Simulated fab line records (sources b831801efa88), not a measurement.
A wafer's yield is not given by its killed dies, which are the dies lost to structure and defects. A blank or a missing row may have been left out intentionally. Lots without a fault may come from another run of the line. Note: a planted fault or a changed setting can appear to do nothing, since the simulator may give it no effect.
fab line records | flow sky130 | part 1 of 2: steps 1 to 21 of 32
record lots=5 | wafers=15 | last_day=50
route steps=708 shown CAP2M@614 METAL4@621 VIA4@639
lots untouched by any fault: they come from a run of this same line in which no faults occurred
start_h: the number of hours between the record's first day and the start of the first shown wafer of the lot | wait_h: hours elapsed since this lot's preceding step | " unchanged from the row above | L1.1+2: a row that stands for several wafers | - value missing, or start not given | * or withheld: withheld | < > ~ a bound
route shown NAME@n: NAME is a module with steps in the file, n the number in the route of the first one | usual: the fault-free wafers' mean and standard deviation | same: alike in all rows | chamber/n: place in a boat | sites: the reading at each site | _std_site: standard deviation across them | _edge_site: mean of outer sites minus mean of inner sites | radius_mm: for every site, how far away it sits from the centre of the wafer | mask NAME#n: copy n | behind: the most recent tool/chamber to have shaped the wafer | hold: the reason the lot was held/the length of the hold in hours/how it ended | device: transistor that didn't switch, given as n, p or np | end of line: the route-end tests of the same wafers | a step with no rows: only its recipe | killed: not the wafer's yield, but the dies lost to structure and defects at the first sort | map: the dies of a wafer, with x for killed, . for not killed, _ for no die there
set.NAME: setting as actually run; set.NAME@STEP: the setting as run at that earlier step | model.NAME: the simulator's own value behind a step, which no gauge read
lots seen at some steps along the route; tables by step, rows by wafer
services: when a tool's chamber went out of use (start_h, in hours from the record's first day, below 0 if earlier), for how many hours, and the reason
## steps
# step SKY_CAP2M_DEVELOP_11
# recipe resist=NOVOLAK | developer=TMAH | develop_time_s=60 | dev_temp_c=23
# usual exhaust_pa=45.0/0.9
lot.wafer | tool           | chamber | start_h | wait_h | exhaust_pa
L079.2    | litho_track-02 | 0       | 995.88  | 0.1    | 45.7
L079.5    | "              | 0       | "       | "      | 44.5
L079.6    | "              | 0       | "       | "      | 44.1
L084.1    | litho_track-02 | 0       | 1050.45 | 0.1    | 44.3
L084.2    | "              | 0       | "       | "      | 45.7
L084.3    | "              | 0       | "       | "      | 43.6
L088.1    | litho_track-01 | 0       | 1052.55 | 0.1    | 45.9
L088.4    | "              | 0       | "       | "      | 46.9
L088.6    | "              | 0       | "       | "      | 44.2
L093.2    | litho_track-02 | 0       | 1088.93 | 0.1    | 45.8
L093.3    | "              | 0       | "       | "      | 45.3
L093.6    | "              | 0       | "       | "      | 44.9
L095.4    | litho_track-01 | 0       | 1095.68 | 0.1    | 44.0
L095.5    | "              | 0       | "       | "      | 44.5
L095.6    | "              | 0       | "       | "      | 45.5
# step SKY_CAP2M_OVL_MEAS_12
# usual CAP2M_OVL=0.7/1.2
lot.wafer | tool       | chamber | start_h | wait_h | CAP2M_OVL[nm]
L079.2    | overlay-02 | -       | 996.01  | 0.1    | 0.5
L079.5    | "          | -       | "       | "      | 2.1
L079.6    | "          | -       | "       | "      | 1.5
L084.1    | overlay-01 | -       | 1050.60 | 0.1    | 2.0
L084.2    | "          | -       | "       | "      | 0.8
L084.3    | "          | -       | "       | "      | -0.3
L088.1    | overlay-01 | -       | 1052.70 | 0.1    | -0.4
L088.4    | "          | -       | "       | "      | -0.1
L088.6    | "          | -       | "       | "      | 1.4
L093.2    | overlay-01 | -       | 1089.06 | 0.1    | -2.0
L093.3    | "          | -       | "       | "      | 0.0
L093.6    | "          | -       | "       | "      | -0.8
L095.4    | overlay-01 | -       | 1095.77 | 0.1    | 2.0
L095.5    | "          | -       | "       | "      | 2.7
L095.6    | "          | -       | "       | "      | 3.4
# step SKY_CAP2M_METAL_ETCH_13
# recipe target_depth_nm=220 | stop_on=SiO2 | chemistry=Cl2/BCl3 | target=TiN | pressure_mtorr=10 | icp_w=900 | bias_w=48.5 | Cl2_flow_sccm=60 | bcl3_flow_sccm=30 | time_s=62.9
# usual drypump_motor_current_A=5.7/0.38 | he_backside_leak_sccm=3.4/0.35 | oes_product_au=0.938/0.0063 | rf_fwd_power_W=892.8/2.7 | throttle_valve_pct=21.905/0.0091
# same time_s=62.9
lot.wafer | tool         | chamber | start_h | wait_h | drypump_motor_current_A | he_backside_leak_sccm | oes_product_au | rf_fwd_power_W | rf_hours_counter_h | throttle_valve_pct
L079.2    | rie_metal-04 | 0       | 996.04  | 0.0    | 6.3                     | 3.4                   | 0.929          | 891.9          | 10                 | 21.930
L079.5    | "            | 1       | "       | "      | 5.2                     | 3.0                   | 0.923          | 891.7          | -                  | 21.905
L079.6    | "            | 0       | "       | "      | 6.3                     | 3.2                   | 0.934          | 893.8          | -                  | 21.906
L084.1    | rie_metal-04 | 0       | 1050.64 | 0.0    | 6.3                     | 3.5                   | 0.927          | 897.3          | 13                 | 21.895
L084.2    | "            | 1       | "       | "      | 5.2                     | 3.2                   | 0.927          | 891.2          | 14                 | 21.910
L084.3    | "            | 0       | "       | "      | 6.3                     | 3.3                   | 0.935          | 892.7          | -                  | 21.909
L088.1    | rie_metal-04 | 0       | 1052.74 | 0.0    | 6.3                     | 3.2                   | 0.953          | 894.3          | 13                 | 21.895
L088.4    | "            | 1       | "       | "      | 5.2                     | 3.1                   | 0.945          | 893.2          | -                  | 21.897
L088.6    | "            | 0       | "       | "      | 6.3                     | 3.2                   | 0.938          | 895.4          | -                  | 21.911
L093.2    | rie_metal-04 | 0       | 1089.09 | 0.0    | 6.3                     | 3.1                   | 0.942          | 896.6          | 16                 | 21.903
L093.3    | "            | 1       | "       | "      | 5.2                     | 3.1                   | 0.938          | 892.1          | -                  | 21.907
L093.6    | "            | 0       | "       | "      | 6.3                     | 3.3                   | 0.942          | 894.1          | -                  | 21.890
L095.4    | rie_metal-01 | 0       | 1095.82 | 0.0    | 5.8                     | 3.7                   | 0.938          | 897.1          | -                  | 21.895
L095.5    | "            | 1       | "       | "      | 5.7                     | 3.3                   | 0.947          | 898.4          | -                  | 21.885
L095.6    | "            | 0       | "       | "      | 5.8                     | 3.5                   | 0.939          | 896.2          | -                  | 21.917
# step SKY_CAP2M_STRIP_14
# recipe chemistry=O2/N2 | power_w=1400 | pressure_mtorr=1500 | platen_temp_c=withheld | o2_flow_sccm=3000 | n2_flow_sccm=300 | overash_fraction=0.5
# usual drypump_motor_current_A=5.9/0.61 | oes_product_au=0.710/0.0051 | strip_time_to_endpoint_s=12.64/0.049
lot.wafer | tool            | chamber | start_h | wait_h | drypump_motor_current_A | oes_product_au | rf_hours_counter_h | strip_time_to_endpoint_s
L079.2    | plasma_asher-04 | 0       | 996.11  | 0.1    | 6.9                     | 0.704          | 60                 | 12.74
L079.5    | "               | 1       | "       | "      | 5.8                     | 0.709          | -                  | 12.71
L079.6    | "               | 0       | "       | "      | 6.8                     | 0.707          | -                  | 12.71
L084.1    | plasma_asher-04 | 1       | 1050.71 | 0.1    | 5.8                     | 0.712          | 65                 | 12.59
L084.2    | "               | 0       | "       | "      | 6.8                     | 0.720          | 65                 | 12.61
L084.3    | "               | 1       | "       | "      | 5.8                     | 0.715          | -                  | 12.60
L088.1    | plasma_asher-01 | 0       | 1052.82 | 0.1    | 5.7                     | 0.713          | 88                 | 12.66
L088.4    | "               | 0       | "       | "      | 5.7                     | 0.706          | -                  | 12.71
L088.6    | "               | 0       | "       | "      | 5.7                     | 0.715          | -                  | 12.69
L093.2    | plasma_asher-02 | 0       | 1089.16 | 0.1    | 6.3                     | 0.714          | 2                  | 12.66
L093.3    | "               | 0       | "       | "      | 6.4                     | 0.709          | -                  | 12.69
L093.6    | "               | 1       | "       | "      | 6.0                     | 0.714          | -                  | 12.67
L095.4    | plasma_asher-02 | 0       | 1095.90 | 0.1    | 6.3                     | 0.704          | -                  | 12.64
L095.5    | "               | 1       | "       | "      | 6.0                     | 0.702          | -                  | 12.62
L095.6    | "               | 0       | "       | "      | 6.3                     | 0.716          | -                  | 12.62
# step SKY_CAP2M_STRIP_15
# recipe chemistry=post_etch_residue_remover | time_s=1200 | temp_c=72.5
# same time_s=1200
lot.wafer  | tool         | chamber | start_h | wait_h
L079.2+5+6 | wet_bench-03 | 3       | 996.21  | 0.1
L084.1+2+3 | wet_bench-03 | 3       | 1050.81 | 0.1
L088.1+4+6 | wet_bench-03 | 1       | 1052.92 | 0.1
L093.2+3+6 | wet_bench-03 | 1       | 1089.26 | 0.1
L095.4+5+6 | wet_bench-02 | 1       | 1095.99 | 0.1
# step SKY_CAP2M_CLEAN_16
# recipe chemistry=IPA | time_s=180 | temp_c=25
# same time_s=180
lot.wafer  | tool         | chamber | start_h | wait_h
L079.2+5+6 | wet_bench-02 | 2       | 996.56  | 0.0
L084.1+2+3 | wet_bench-02 | 2       | 1051.22 | 0.0
L088.1+4+6 | wet_bench-02 | 0       | 1053.32 | 0.0
L093.2+3+6 | wet_bench-02 | 3       | 1089.61 | 0.0
L095.4+5+6 | wet_bench-01 | 3       | 1096.38 | 0.0
# step SKY_CAP2M_CLEAN_17
# recipe chemistry=O3/DIW | dry=n2_spin
lot.wafer  | tool         | chamber | start_h | wait_h
L079.2+5+6 | wet_bench-01 | 2       | 996.62  | 0.0
L084.1+2+3 | wet_bench-01 | 1       | 1051.28 | 0.0
L088.1+4+6 | wet_bench-01 | 0       | 1053.38 | 0.0
L093.2+3+6 | wet_bench-03 | 1       | 1089.66 | 0.0
L095.4+5+6 | wet_bench-02 | 3       | 1096.64 | 0.0
# step SKY_METAL4_DEHYDRATE_05
# recipe temp_c=200 | time_s=60
# usual exhaust_pa=45.1/0.93 | heater_power_total_W=160.38/0.12
# same time_s=60
lot.wafer | tool           | chamber | start_h | wait_h | exhaust_pa | heater_power_total_W
L079.2    | litho_track-03 | 0       | 1007.54 | 10.8   | 44.3       | 160.52
L079.5    | "              | 0       | "       | "      | 44.7       | 160.36
L079.6    | "              | 0       | "       | "      | 46.2       | 160.50
L084.1    | litho_track-04 | 0       | 1061.45 | 10.1   | 45.3       | 160.34
L084.2    | "              | 0       | "       | "      | 45.6       | 160.45
L084.3    | "              | 0       | "       | "      | 43.8       | 160.55
L088.1    | litho_track-03 | 0       | 1063.66 | 10.2   | 44.9       | 160.48
L088.4    | "              | 0       | "       | "      | 45.6       | 160.43
L088.6    | "              | 0       | "       | "      | 45.4       | 160.37
L093.2    | litho_track-03 | 0       | 1099.44 | 9.7    | 45.8       | 160.28
L093.3    | "              | 0       | "       | "      | 45.4       | 160.23
L093.6    | "              | 0       | "       | "      | 47.0       | 160.55
L095.4    | litho_track-02 | 0       | 1104.53 | 7.8    | 44.5       | 160.42
L095.5    | "              | 0       | "       | "      | 44.5       | 160.38
L095.6    | "              | 0       | "       | "      | 43.7       | 160.36
# step SKY_METAL4_HMDS_06
# recipe prime_time_s=60 | prime_temp_c=120
# usual exhaust_pa=44.9/0.95
lot.wafer | tool           | chamber | start_h | wait_h | exhaust_pa
L079.2    | litho_track-03 | 0       | 1007.69 | 0.1    | 44.6
L079.5    | "              | 0       | "       | "      | 45.8
L079.6    | "              | 0       | "       | "      | 43.6
L084.1    | litho_track-04 | 0       | 1061.60 | 0.1    | 43.6
L084.2    | "              | 0       | "       | "      | 43.3
L084.3    | "              | 0       | "       | "      | 43.6
L088.1    | litho_track-03 | 0       | 1063.81 | 0.1    | 44.7
L088.4    | "              | 0       | "       | "      | 43.2
L088.6    | "              | 0       | "       | "      | 46.3
L093.2    | litho_track-03 | 0       | 1099.59 | 0.1    | 45.1
L093.3    | "              | 0       | "       | "      | 45.2
L093.6    | "              | 0       | "       | "      | 46.2
L095.4    | litho_track-02 | 0       | 1104.68 | 0.1    | 43.4
L095.5    | "              | 0       | "       | "      | 42.9
L095.6    | "              | 0       | "       | "      | 43.4
# step SKY_METAL4_COAT_07
# recipe resist=BARC | temp_c=withheld | time_s=withheld | spin_rpm=3000 | resist_thk_nm=60
# usual exhaust_pa=45.0/0.96 | spin_speed_rpm=3000.1/1.9
lot.wafer | tool           | chamber | start_h | wait_h | exhaust_pa | spin_speed_rpm
L079.2    | litho_track-03 | 0       | 1007.84 | 0.1    | 44.5       | 2998.7
L079.5    | "              | 0       | "       | "      | 45.4       | 2998.6
L079.6    | "              | 0       | "       | "      | 44.4       | 3003.2
L084.1    | litho_track-04 | 0       | 1061.75 | 0.1    | 44.8       | 3000.2
L084.2    | "              | 0       | "       | "      | 45.5       | 2998.3
L084.3    | "              | 0       | "       | "      | 43.8       | 3002.1
L088.1    | litho_track-03 | 0       | 1063.96 | 0.1    | 44.5       | 2999.0
L088.4    | "              | 0       | "       | "      | 44.3       | 3002.9
L088.6    | "              | 0       | "       | "      | 45.2       | 2996.6
L093.2    | litho_track-03 | 0       | 1099.74 | 0.1    | 43.2       | 3002.2
L093.3    | "              | 0       | "       | "      | 44.2       | 3002.0
L093.6    | "              | 0       | "       | "      | 43.6       | 3002.3
L095.4    | litho_track-02 | 0       | 1104.83 | 0.1    | 44.7       | 3000.4
L095.5    | "              | 0       | "       | "      | 44.8       | 3002.4
L095.6    | "              | 0       | "       | "      | 44.5       | 3001.5
# step SKY_METAL4_COAT_08
# recipe resist=KrF-thick | spin_rpm=3000 | resist_thk_nm=1140
# usual exhaust_pa=44.9/0.94 | spin_speed_rpm=2999.9/1.9
lot.wafer | tool           | chamber | start_h | wait_h | exhaust_pa | spin_speed_rpm
L079.2    | litho_track-03 | 0       | -       | -      | 44.8       | 2999.6
L079.5    | "              | 0       | "       | "      | 44.9       | 3000.6
L079.6    | "              | 0       | "       | "      | 44.4       | 3000.0
L084.1    | litho_track-04 | 0       | -       | -      | 45.7       | 3000.0
L084.2    | "              | 0       | "       | "      | 44.4       | 2998.4
L084.3    | "              | 0       | "       | "      | 44.6       | 3003.6
L088.1    | litho_track-03 | 0       | -       | -      | 45.4       | 3001.5
L088.4    | "              | 0       | "       | "      | 43.1       | 3001.4
L088.6    | "              | 0       | "       | "      | 45.3       | 3004.2
L093.2    | litho_track-03 | 0       | -       | -      | 46.0       | 2995.7
L093.3    | "              | 0       | "       | "      | 44.9       | 2995.1
L093.6    | "              | 0       | "       | "      | 46.0       | 2999.4
L095.4    | litho_track-02 | 0       | -       | -      | 45.3       | 2999.1
L095.5    | "              | 0       | "       | "      | 46.1       | 2997.4
L095.6    | "              | 0       | "       | "      | 44.3       | 3001.5
# step SKY_METAL4_SOFTBAKE_09
# recipe temp_c=100 | time_s=90 | resist=KrF-thick
# usual exhaust_pa=44.9/0.83 | heater_power_total_W=57.34/0.13
# same time_s=90
lot.wafer | tool           | chamber | start_h | wait_h | exhaust_pa | heater_power_total_W
L079.2    | litho_track-03 | 0       | -       | -      | 46.5       | 57.37
L079.5    | "              | 0       | "       | "      | 44.9       | 57.34
L079.6    | "              | 0       | "       | "      | 46.0       | 57.32
L084.1    | litho_track-04 | 0       | -       | -      | 44.9       | 57.33
L084.2    | "              | 0       | "       | "      | 44.8       | 57.54
L084.3    | "              | 0       | "       | "      | 45.2       | 57.38
L088.1    | litho_track-03 | 0       | -       | -      | 45.2       | 57.32
L088.4    | "              | 0       | "       | "      | 45.4       | 57.38
L088.6    | "              | 0       | "       | "      | 43.3       | 57.30
L093.2    | litho_track-03 | 0       | -       | -      | 45.3       | 57.37
L093.3    | "              | 0       | "       | "      | 45.9       | 57.44
L093.6    | "              | 0       | "       | "      | 44.3       | 57.55
L095.4    | litho_track-02 | 0       | -       | -      | 46.0       | 57.24
L095.5    | "              | 0       | "       | "      | 45.9       | 57.38
L095.6    | "              | 0       | "       | "      | 45.5       | 57.48
# step SKY_METAL4_EXPOSE_10
# recipe mask_id=MM4 | na=0.68 | source_shape=annular | sigma_inner=0.4 | sigma_outer=0.8 | target_cd_nm=300 | dose_mj=28
# usual reticle_temp_C=23.01/0.11
lot.wafer | tool           | chamber | start_h | wait_h | mask  | reticle_temp_C
L079.2    | krf_scanner-02 | 0       | -       | -      | MM4#0 | 22.78
L079.5    | "              | 0       | "       | "      | MM4#0 | 23.07
L079.6    | "              | 0       | "       | "      | MM4#0 | 22.85
L084.1    | krf_scanner-01 | 0       | -       | -      | MM4#0 | 23.00
L084.2    | "              | 0       | "       | "      | MM4#0 | 23.00
L084.3    | "              | 0       | "       | "      | MM4#0 | 23.05
L088.1    | krf_scanner-02 | 0       | -       | -      | MM4#0 | 22.85
L088.4    | "              | 0       | "       | "      | MM4#0 | 22.89
L088.6    | "              | 0       | "       | "      | MM4#0 | 22.79
L093.2    | krf_scanner-01 | 0       | -       | -      | MM4#0 | 23.09
L093.3    | "              | 0       | "       | "      | MM4#0 | 22.97
L093.6    | "              | 0       | "       | "      | MM4#0 | 22.95
L095.4    | krf_scanner-02 | 0       | -       | -      | MM4#0 | 23.03
L095.5    | "              | 0       | "       | "      | MM4#0 | 22.98
L095.6    | "              | 0       | "       | "      | MM4#0 | 23.16
# step SKY_METAL4_PEB_11
# recipe peb_temp_c=withheld | peb_time_s=withheld | resist=KrF-thick
# usual exhaust_pa=45.0/0.83
lot.wafer | tool           | chamber | start_h | wait_h | exhaust_pa
L079.2    | litho_track-02 | 0       | -       | -      | 43.4
L079.5    | "              | 0       | "       | "      | 45.7
L079.6    | "              | 0       | "       | "      | 45.3
L084.1    | litho_track-04 | 0       | -       | -      | 44.0
L084.2    | "              | 0       | "       | "      | 45.4
L084.3    | "              | 0       | "       | "      | 46.0
L088.1    | litho_track-02 | 0       | -       | -      | 44.8
L088.4    | "              | 0       | "       | "      | 47.1
L088.6    | "              | 0       | "       | "      | 45.9
L093.2    | litho_track-03 | 0       | -       | -      | 43.9
L093.3    | "              | 0       | "       | "      | 45.5
L093.6    | "              | 0       | "       | "      | 44.4
L095.4    | litho_track-02 | 0       | -       | -      | 44.7
L095.5    | "              | 0       | "       | "      | 45.0
L095.6    | "              | 0       | "       | "      | 44.2
# step SKY_METAL4_DEVELOP_12
# recipe develop_time_s=60 | resist=KrF-thick | dev_temp_c=21
# usual exhaust_pa=45.0/0.95
lot.wafer | tool           | chamber | start_h | wait_h | exhaust_pa
L079.2    | litho_track-02 | 0       | -       | -      | 44.9
L079.5    | "              | 0       | "       | "      | 44.5
L079.6    | "              | 0       | "       | "      | 44.5
L084.1    | litho_track-04 | 0       | -       | -      | 45.8
L084.2    | "              | 0       | "       | "      | 45.6
L084.3    | "              | 0       | "       | "      | 46.0
L088.1    | litho_track-02 | 0       | -       | -      | 46.1
L088.4    | "              | 0       | "       | "      | 45.8
L088.6    | "              | 0       | "       | "      | 46.2
L093.2    | litho_track-03 | 0       | -       | -      | 45.3
L093.3    | "              | 0       | "       | "      | 44.7
L093.6    | "              | 0       | "       | "      | 44.1
L095.4    | litho_track-02 | 0       | -       | -      | 46.3
L095.5    | "              | 0       | "       | "      | 45.7
L095.6    | "              | 0       | "       | "      | 46.4
# step SKY_METAL4_CD_MEAS_13
# recipe target_cd_nm=300
# usual cd_nm=300.2/1.6
lot.wafer | tool      | chamber | start_h | wait_h | cd_nm
L079.2    | cd_sem-02 | -       | 1019.62 | -      | 297.8
L079.5    | "         | -       | "       | "      | 298.7
L079.6    | "         | -       | "       | "      | 298.1
L084.1    | cd_sem-01 | -       | 1072.55 | -      | 301.0
L084.2    | "         | -       | "       | "      | 301.2
L084.3    | "         | -       | "       | "      | 301.9
L088.1    | cd_sem-02 | -       | 1074.00 | -      | 300.3
L088.4    | "         | -       | "       | "      | 299.2
L088.6    | "         | -       | "       | "      | 299.6
L093.2    | cd_sem-01 | -       | 1109.28 | -      | 298.7
L093.3    | "         | -       | "       | "      | 297.6
L093.6    | "         | -       | "       | "      | 299.2
L095.4    | cd_sem-02 | -       | 1116.16 | -      | 300.6
L095.5    | "         | -       | "       | "      | 301.2
L095.6    | "         | -       | "       | "      | 300.4
# step SKY_METAL4_OVL_MEAS_14
# usual METAL4_OVL=0/5
lot.wafer | tool       | chamber | start_h | wait_h | METAL4_OVL[nm]
L079.2    | overlay-01 | -       | 1019.73 | 0.1    | 3
L079.5    | "          | -       | "       | "      | -3
L079.6    | "          | -       | "       | "      | 0
L084.1    | overlay-01 | -       | 1072.67 | 0.1    | 9
L084.2    | "          | -       | "       | "      | 0
L084.3    | "          | -       | "       | "      | 5
L088.1    | overlay-02 | -       | 1074.12 | 0.1    | -5
L088.4    | "          | -       | "       | "      | 1
L088.6    | "          | -       | "       | "      | -6
L093.2    | overlay-01 | -       | 1109.39 | 0.1    | 0
L093.3    | "          | -       | "       | "      | -3
L093.6    | "          | -       | "       | "      | 2
L095.4    | overlay-01 | -       | 1116.24 | 0.1    | -10
L095.5    | "          | -       | "       | "      | -3
L095.6    | "          | -       | "       | "      | -3
# step SKY_METAL4_DESCUM_15
# recipe chemistry=O2 | source_power_w=150 | bias_power_w=0 | pressure_mtorr=10 | temp_c=40 | time_s=8
# usual drypump_motor_current_A=5.6/0.34 | he_backside_leak_sccm=3.30/0.15 | oes_product_au=0.999/0.0057 | rf_fwd_power_W=146.9/0.71
# same time_s=8
lot.wafer | tool         | chamber | start_h | wait_h | drypump_motor_current_A | he_backside_leak_sccm | oes_product_au | rf_fwd_power_W | rf_hours_counter_h
L079.2    | rie_metal-02 | 0       | 1019.76 | 0.0    | 5.3                     | 3.54                  | 0.991          | 145.5          | 7
L079.5    | "            | 0       | "       | "      | 5.4                     | 3.38                  | 0.994          | 146.3          | -
L079.6    | "            | 1       | "       | "      | 5.7                     | 3.36                  | 0.999          | 147.2          | -
L084.1    | rie_metal-03 | 1       | 1072.71 | 0.0    | 5.7                     | 3.22                  | 1.005          | 146.5          | 22
L084.2    | "            | 0       | "       | "      | 5.8                     | 3.05                  | 0.998          | 146.4          | 13
L084.3    | "            | 1       | "       | "      | 5.8                     | 3.14                  | 0.989          | 146.5          | -
L088.1    | rie_metal-03 | 0       | 1074.16 | 0.0    | 5.8                     | 3.22                  | 0.998          | 146.1          | 13
L088.4    | "            | 1       | "       | "      | 5.7                     | 3.30                  | 1.002          | 145.9          | -
L088.6    | "            | 0       | "       | "      | 5.8                     | 3.29                  | 0.999          | 146.8          | -
L093.2    | rie_metal-02 | 0       | 1109.43 | 0.0    | 5.4                     | 3.43                  | 0.988          | 147.0          | -
L093.3    | "            | 0       | "       | "      | 5.4                     | 3.32                  | 0.990          | 147.1          | -
L093.6    | "            | 0       | "       | "      | 5.4                     | 3.37                  | 0.991          | 146.9          | -
L095.4    | rie_metal-02 | 0       | 1116.27 | 0.0    | 5.4                     | 3.60                  | 0.988          | 147.1          | -
L095.5    | "            | 1       | "       | "      | 5.7                     | 3.06                  | 0.999          | 148.0          | -
L095.6    | "            | 0       | "       | "      | 5.4                     | 3.46                  | 1.010          | 147.3          | -
# step SKY_METAL4_ETCH_16
# recipe chemistry=N2/H2 | target=BARC | ion_energy_ev=200 | bias_w=100 | pressure_mtorr=30 | n2_flow_sccm=100 | h2_flow_sccm=200 | icp_w=500 | stop_on=SiO2 | time_s=88.2 | target_depth_a=600
# usual drypump_motor_current_A=5.6/0.34 | he_backside_leak_sccm=3.30/0.15 | oes_product_au=0.626/0.0047 | rf_fwd_power_W=496.3/1.7 | throttle_valve_pct=13.205/0.0094
# same time_s=88.2
lot.wafer | tool         | chamber | start_h | wait_h | drypump_motor_current_A | he_backside_leak_sccm | oes_product_au | rf_fwd_power_W | rf_hours_counter_h | throttle_valve_pct
L079.2    | rie_metal-02 | 0       | 1019.79 | 0.0    | 5.4                     | 3.46                  | 0.623          | 495.8          | 7                  | 13.190
L079.5    | "            | 0       | "       | "      | 5.4                     | 3.56                  | 0.620          | 498.5          | -                  | 13.207
L079.6    | "            | 1       | "       | "      | 5.7                     | 3.29                  | 0.617          | 497.7          | -                  | 13.205
L084.1    | rie_metal-03 | 1       | 1072.74 | 0.0    | 5.7                     | 2.97                  | 0.621          | 496.4          | 22                 | 13.203
L084.2    | "            | 0       | "       | "      | 5.8                     | 3.47                  | 0.625          | 495.2          | 13                 | 13.200
L084.3    | "            | 1       | "       | "      | 5.7                     | 3.17                  | 0.623          | 496.3          | -                  | 13.184
L088.1    | rie_metal-03 | 0       | 1074.19 | 0.0    | 5.8                     | 3.16                  | 0.620          | 493.3          | 13                 | 13.209
L088.4    | "            | 1       | "       | "      | 5.8                     | 3.14                  | 0.625          | 493.8          | -                  | 13.209
L088.6    | "            | 0       | "       | "      | 5.8                     | 3.29                  | 0.624          | 492.8          | -                  | 13.218
L093.2    | rie_metal-02 | 0       | 1109.51 | 0.1    | 5.4                     | 3.52                  | 0.626          | 496.1          | -                  | 13.199
L093.3    | "            | 0       | "       | "      | 5.4                     | 3.36                  | 0.634          | 495.4          | -                  | 13.208
L093.6    | "            | 0       | "       | "      | 5.4                     | 3.36                  | 0.632          | 496.2          | -                  | 13.212
L095.4    | rie_metal-02 | 0       | 1116.32 | 0.0    | 5.4                     | 3.38                  | 0.629          | 496.3          | -                  | 13.198
L095.5    | "            | 1       | "       | "      | 5.7                     | 3.39                  | 0.622          | 499.7          | -                  | 13.218
L095.6    | "            | 0       | "       | "      | 5.4                     | 3.36                  | 0.625          | 496.0          | -                  | 13.208
# step SKY_METAL4_ETCH_17
# recipe target=SiO2 | stop_on=TiN | chemistry=C4F8/O2/Ar | source_w=1500 | bias_w=1200 | pressure_mtorr=40 | c4f8_flow_sccm=withheld | O2_flow_sccm=6 | Ar_flow_sccm=300 | time_s=3.9 | target_depth_a=150
# usual oes_product_au=0.755/0.0067 | rf_fwd_power_W=1468/7.2
# same time_s=3.9
lot.wafer | tool        | chamber | start_h | wait_h | oes_product_au | rf_fwd_power_W | rf_hours_counter_h
L079.2    | rie_diel-02 | 0       | 1019.89 | 0.1    | 0.744          | 1474           | 22
L079.5    | "           | 1       | "       | "      | 0.749          | 1473           | -
L079.6    | "           | 0       | "       | "      | 0.750          | 1472           | -
L084.1    | rie_diel-04 | 3       | 1072.84 | 0.1    | 0.750          | 1474           | 21
L084.2    | "           | 2       | "       | "      | 0.759          | 1461           | 16
L084.3    | "           | 1       | "       | "      | 0.755          | 1461           | 13
L088.1    | rie_diel-02 | 2       | 1074.29 | 0.1    | 0.750          | 1456           | 4
L088.4    | "           | 3       | "       | "      | 0.759          | 1460           | 12
L088.6    | "           | 1       | "       | "      | 0.745          | 1470           | -
L093.2    | rie_diel-02 | 1       | 1109.68 | 0.1    | 0.756          | 1478           | 21
L093.3    | "           | 2       | "       | "      | 0.749          | 1466           | 6
L093.6    | "           | 0       | "       | "      | 0.755          | 1473           | -
L095.4    | rie_diel-01 | 3       | 1116.39 | 0.0    | 0.750          | 1462           | 12
L095.5    | "           | 1       | "       | "      | 0.756          | 1464           | -
L095.6    | "           | 0       | "       | "      | 0.751          | 1475           | -
# step SKY_METAL4_METAL_ETCH_18
# recipe target_depth_a=8450 | stop_on=SiO2 | over_etch_frac=0.3 | time_s=183.1 | chemistry=Cl2/BCl3 | resist_sidewall_deg=88 | pressure_mtorr=10 | icp_w=900 | bias_w=48.5 | Cl2_flow_sccm=60 | bcl3_flow_sccm=30
# usual drypump_motor_current_A=5.7/0.38 | he_backside_leak_sccm=3.3/0.31 | oes_product_au=0.865/0.0058 | rf_fwd_power_W=897/3 | throttle_valve_pct=22.265/0.008
# same time_s=183.1
lot.wafer | tool         | chamber | start_h | wait_h | drypump_motor_current_A | he_backside_leak_sccm | oes_product_au | rf_fwd_power_W | rf_hours_counter_h | throttle_valve_pct
L079.2    | rie_metal-03 | 0       | 1019.91 | 0.0    | 5.8                     | 3.3                   | 0.863          | 896            | 10                 | 22.264
L079.5    | "            | 0       | "       | "      | 5.8                     | 3.3                   | 0.869          | 895            | -                  | 22.270
L079.6    | "            | 1       | "       | "      | 5.7                     | 3.1                   | 0.858          | 899            | -                  | 22.266
L084.1    | rie_metal-02 | 1       | 1072.86 | 0.0    | 5.7                     | 3.3                   | 0.860          | 899            | 23                 | 22.250
L084.2    | "            | 0       | "       | "      | 5.3                     | 3.5                   | 0.862          | 900            | 10                 | 22.255
L084.3    | "            | 1       | "       | "      | 5.7                     | 3.3                   | 0.857          | 896            | -                  | 22.264
L088.1    | rie_metal-04 | 1       | 1074.31 | 0.0    | 5.2                     | 3.2                   | 0.866          | 897            | 15                 | 22.267
L088.4    | "            | 0       | "       | "      | 6.3                     | 3.4                   | 0.859          | 895            | -                  | 22.262
L088.6    | "            | 0       | "       | "      | 6.3                     | 3.6                   | 0.869          | 895            | -                  | 22.258
L093.2    | rie_metal-03 | 1       | 1109.70 | 0.0    | 5.7                     | 3.2                   | 0.864          | 896            | 25                 | 22.273
L093.3    | "            | 0       | "       | "      | 5.8                     | 3.1                   | 0.872          | 899            | -                  | 22.271
L093.6    | "            | 1       | "       | "      | 5.7                     | 3.2                   | 0.870          | 893            | -                  | 22.269
L095.4    | rie_metal-04 | 0       | 1116.47 | 0.1    | 6.3                     | 3.3                   | 0.868          | 897            | -                  | 22.266
L095.5    | "            | 1       | "       | "      | 5.2                     | 3.1                   | 0.873          | 892            | -                  | 22.254
L095.6    | "            | 0       | "       | "      | 6.3                     | 3.0                   | 0.860          | 899            | -                  | 22.272
